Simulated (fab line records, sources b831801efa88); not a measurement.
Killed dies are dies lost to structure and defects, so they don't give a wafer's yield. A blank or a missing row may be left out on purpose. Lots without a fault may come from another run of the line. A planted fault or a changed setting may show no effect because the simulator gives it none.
One fault seen from 2 desks | flow sfq_line | each desk has only its own numbers; what lay behind them comes last

THE METROLOGY DESK
What the gauges read, lot by lot, whatever tool the lot ran on: means of the sampled wafers that have a number. A lot is out of limits, marked OUT, if its mean lies more than 4 standard deviations from the usual mean; the brackets give that distance.
Columns: A = M5_OVL at SFQ_M5_OVL_MEAS_932, usual 2 nm
lot  | first seen here | A
L803 | day 60 00:59    | 7
L808 | day 65 13:07    | 4
L812 | day 66 05:55    | 5
L813 | day 66 07:08    | -3
L819 | day 69 21:38    | 3
L823 | day 75 05:20    | 6
This desk's finding: nothing out of limits on any of the 6 lots.

THE TOOL OWNER'S DESK: rie_metal-03
The tool's own readings at SFQ_TRILAYER_M5_BARC_OPEN_METAL_ETCH_161 (etches BARC in O2, target depth 125 nm, time 41.7 s): means of the sampled wafers that have a number, for each lot that ran on this tool. A lot is out of limits, marked OUT, if its mean lies more than 4 standard deviations from the usual mean; the brackets give that distance.
Columns: A = drypump_motor_current_A at SFQ_TRILAYER_M5_BARC_OPEN_METAL_ETCH_161, usual 6.0 A; B = he_backside_leak_sccm at SFQ_TRILAYER_M5_BARC_OPEN_METAL_ETCH_161, usual 3.6 sccm; C = oes_product_au at SFQ_TRILAYER_M5_BARC_OPEN_METAL_ETCH_161, usual 0.685 a.u.; D = rf_fwd_power_W at SFQ_TRILAYER_M5_BARC_OPEN_METAL_ETCH_161, usual 594.2 W
lot  | first seen here | A   | B   | C     | D
L808 | day 65 13:09    | 6.5 | 3.5 | 0.688 | 592.4
L813 | day 66 07:13    | 6.5 | 3.5 | 0.686 | 593.3
L819 | day 69 21:41    | 6.3 | 3.7 | 0.686 | 593.3
L823 | day 75 05:23    | 6.3 | 3.7 | 0.688 | 595.1
This desk's finding: nothing out of limits on any of the 4 lots.

PUT TOGETHER
The metrology desk saw nothing out of limits.
The tool owner's desk saw nothing out of limits.

WHAT THE SIMULATOR HAD PUT IN
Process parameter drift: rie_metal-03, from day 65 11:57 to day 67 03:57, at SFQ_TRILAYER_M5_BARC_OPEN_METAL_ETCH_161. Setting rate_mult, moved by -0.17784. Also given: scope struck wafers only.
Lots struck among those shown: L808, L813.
